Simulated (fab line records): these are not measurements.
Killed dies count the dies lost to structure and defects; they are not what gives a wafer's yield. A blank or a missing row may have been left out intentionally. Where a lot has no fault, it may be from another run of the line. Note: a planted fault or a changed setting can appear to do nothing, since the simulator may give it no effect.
Matching of chambers -- flow gf180mcu -- 3 sister chambers for GF_V1_CVD_02 on pecvd-02
The step deposits SiO2 from TEOS, target thk 850 nm, time 94.851 s. 3 wafers are shown with their chamber, then 7 later ones without.

== WAFERS WITH THEIR CHAMBER ==
wafer,chamber,heater-power-outer-w (W)
L162.1,1,442
L162.3,2,443
L165.4,0,373

== WAFERS WHOSE CHAMBER IS MISSING ==
wafer,heater-power-outer-w (W)
L165.5,398
L167.1,436
L167.4,300
L167.5,449
L176.1,374
L176.2,368
L176.5,459

== CHAMBER TAKEN BY EACH ==
wafer,from the rows above,in truth
L165.5,can't be placed: 0 or 1 or 2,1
L167.1,can't be placed: 1 or 2 or 0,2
L167.4,0,0
L167.5,can't be placed: 2 or 1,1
L176.1,0,0
L176.2,0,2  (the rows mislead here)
L176.5,can't be placed: 2 or 1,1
2 of 7 placed correctly. These rows do not allow placing 4 (true chamber among the candidates in 4). Wrongly placed: 1.
How it was worked out, from the rows above alone: a wafer's distance from a chamber is the root of the sum, over the readings, of the square of ((its reading less the chamber's mean) divided by the reading's scatter). If the next closest chamber is less than 2 further off than the closest, the wafer can't be placed; otherwise it belongs to the closest. A chamber's mean is the mean of its shown wafers. The scatter: with one shown wafer a chamber, the root of the mean of the squares of how far each hidden wafer lies from its nearest shown one.
